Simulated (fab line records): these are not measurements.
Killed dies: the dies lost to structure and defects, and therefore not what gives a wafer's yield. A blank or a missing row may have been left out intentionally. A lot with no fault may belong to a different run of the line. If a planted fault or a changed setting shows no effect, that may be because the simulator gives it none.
Which tool was responsible?	flow gf180mcu	12 lots with 36 wafers sampled at 2 steps, on a route of 602 steps

== WHAT THE GAUGES SHOWED, per wafer ==
GF_V4_OVL_MEAS_15. Usual: for V4_OVL the level is -1 nm and the standard deviation is 5.7.
lot	measured	on	V4_OVL (nm)	flag
L299	day 24 15:32	overlay-02	-9 -1 -4	
L301	day 25 04:49	overlay-02	-6 -6 -5	
L302	day 25 15:19	overlay-02	-2 -5 -2	
L303	day 26 00:25	overlay-02	-3 -1 -3	
L304	day 26 09:41	overlay-01	-7 -8 -5	
L305	day 26 14:52	overlay-02	-7 -2 -1	
L306	day 27 00:49	overlay-02	-5 -5 -3	
L312	day 29 00:04	overlay-02	-5 1 -8	
L313	day 29 09:41	overlay-02	-10 -18 -9	
L317	day 30 09:46	overlay-02	-3 2 -4	
L319	day 30 21:10	overlay-02	-6 -3 3	
L322	day 31 18:22	overlay-02	-1 -4 3	

== WHAT TOOL EACH LOT RAN ON (gives the tool, then ch and the chambers of the sampled wafers, and finally the start) ==
lot	GF_M4_METAL_ETCH_16
L299	rie_metal-03 ch 0,1, day 23 15:11
L301	rie_metal-02 ch 0,1, day 24 05:02
L302	rie_metal-02 ch 0,1, day 24 16:14
L303	rie_metal-04 ch 0,1, day 25 01:02
L304	rie_metal-02 ch 1, day 25 11:02
L305	rie_metal-03 ch 0,1, day 25 16:42
L306	rie_metal-04 ch 1, day 26 02:59
L312	rie_metal-03 ch 0,1, day 28 04:01
L313	rie_metal-02 ch 0,1, day 28 12:36
L317	rie_metal-04 ch 0,1, day 29 13:56
L319	rie_metal-03 ch 0,1, day 30 01:47
L322	rie_metal-04 ch 0,1, day 30 23:32
- GF_M4_METAL_ETCH_16: etches the open film in Cl2/BCl3, stops on SiO2, target depth 750.8 nm, time 125.1 s.

== WHAT THE TOOLS THEMSELVES READ (means of the sampled wafers that have a number; where no wafer has one, the mark that the record gives instead) ==
GF_M4_METAL_ETCH_16. Usual: bcl3_flow_sccm 40.03 sccm, standard deviation 0.12; drypump_motor_current_A 5.5 A, standard deviation 0.38; oes_product_au 0.990 a.u., standard deviation 0.0052; throttle_valve_pct 28.230 %, standard deviation 0.0091.
lot	tool	bcl3_flow_sccm (sccm)	drypump_motor_current_A (A)	oes_product_au (a.u.)	throttle_valve_pct (%)	flag
L299	rie_metal-03	40.10	5.5	0.993	28.229	
L301	rie_metal-02	40.11	5.4	0.993	28.232	
L302	rie_metal-02	40.05	5.4	0.991	28.241	
L303	rie_metal-04	40.06	5.4	0.982	28.232	
L304	rie_metal-02	39.91	5.1	0.986	28.230	
L305	rie_metal-03	39.98	5.7	0.995	28.226	
L306	rie_metal-04	39.99	5.6	0.987	28.243	
L312	rie_metal-03	40.02	5.6	0.991	28.227	
L313	rie_metal-02	40.07	5.8	0.988	28.227	
L317	rie_metal-04	39.87	5.4	0.990	28.234	
L319	rie_metal-03	39.95	5.7	0.994	28.228	
L322	rie_metal-04	40.01	5.3	0.990	28.224	

== THE ANSWER, worked out from the rows above alone ==
Rule: a lot is off if the mean of its wafers that have a number lies more than 3 standard deviations from the usual mean. A lot without any number at a reading at which 4 lots or more have one is off too. Where the step has rows for the other lots, those lots are counted as sound. After the gauges, taken in route order, come the tools' own readings; for these a lot's mean is taken, as printed above. At the first step where some lot is off, the reading lying furthest off is the one used; lots without a number count as furthest.
No lot is off at any reading shown: from this, nothing can be told.

== WHAT THE SIMULATOR PUT IN ==
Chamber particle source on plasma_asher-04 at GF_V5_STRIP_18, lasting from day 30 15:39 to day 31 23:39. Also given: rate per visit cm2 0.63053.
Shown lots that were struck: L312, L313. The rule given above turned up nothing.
